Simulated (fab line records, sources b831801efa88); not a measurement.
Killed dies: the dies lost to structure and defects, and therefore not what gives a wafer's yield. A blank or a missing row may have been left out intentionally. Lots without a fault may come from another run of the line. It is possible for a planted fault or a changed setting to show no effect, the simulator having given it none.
Matching of chambers	flow gf180mcu	GF_STI_CMP_25 on cmp-01: 4 sister chambers
The step polishes, stops on Si3N4, t overpolish 33 s, target thk 524.6 nm. 14 wafers are shown with their chamber, then 7 later ones without.

WAFERS PAIRED WITH THEIR CHAMBERS
wafer	chamber	motor current A (A)	time to endpoint s (s)	overpolish run s (s)
L895.2	2	12.9	129	32.994
L895.5	3	11.9	134	32.997
L895.6	2	12.7	136	32.998
L898.1	1	10.6	127	32.997
L898.5	3	12.4	133	32.996
L898.6	2	12.6	131	32.994
L903.3	0	12.1	126	32.994
L903.4	3	13.0	128	32.996
L903.6	1	11.4	130	32.993
L909.2	3	12.8	133	33.008
L909.3	2	12.7	129	33.009
L909.6	2	13.8	129	32.994
L912.1	1	11.8	135	32.988
L912.2	3	12.4	132	32.989

SIGNATURES (means of the wafers above)
reading	chamber 0	chamber 1	chamber 2	chamber 3	scatter within a chamber
motor current A	12.100	11.267	12.940	12.500	0.494
time to endpoint s	126.00	130.67	130.80	132.00	3.02
overpolish run s	32.99400	32.99267	32.99780	32.99720	0.00629
Rule: for a wafer and a chamber, the distance is found by dividing, reading by reading, the gap between the wafer's reading and the chamber's mean by the reading's scatter, squaring, summing and taking the root. If the next closest chamber is less than 2 further off than the closest, the wafer can't be placed; otherwise it belongs to the closest. The scatter: the root of (the sum of the squares of (reading less its chamber's mean) over the shown wafers, divided by (wafers less chambers)).

WAFERS MISSING THEIR CHAMBER
wafer	motor current A (A)	time to endpoint s (s)	overpolish run s (s)
L912.6	13.7	133	32.994
L913.3	12.4	132	33.004
L913.5	11.2	134	33.020
L913.6	12.3	129	32.986
L918.3	13.1	133	33.005
L918.4	12.2	132	33.001
L918.6	12.8	133	32.987

WHICH CHAMBER EACH ONE RAN IN
wafer	from the rows above	in truth
L912.6	can't be placed: 2 or 3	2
L913.3	can't be placed: 3 or 2 or 0 or 1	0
L913.5	can't be placed: 1 or 3 or 2 or 0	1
L913.6	can't be placed: 0 or 3 or 2 or 1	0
L918.3	can't be placed: 2 or 3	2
L918.4	can't be placed: 3 or 2 or 0 or 1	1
L918.6	can't be placed: 3 or 2 or 0 or 1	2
Placed correctly: 0 of 7. Not placeable from these rows: 7 (in 7, the candidates include the true chamber). Wrongly placed: 0.
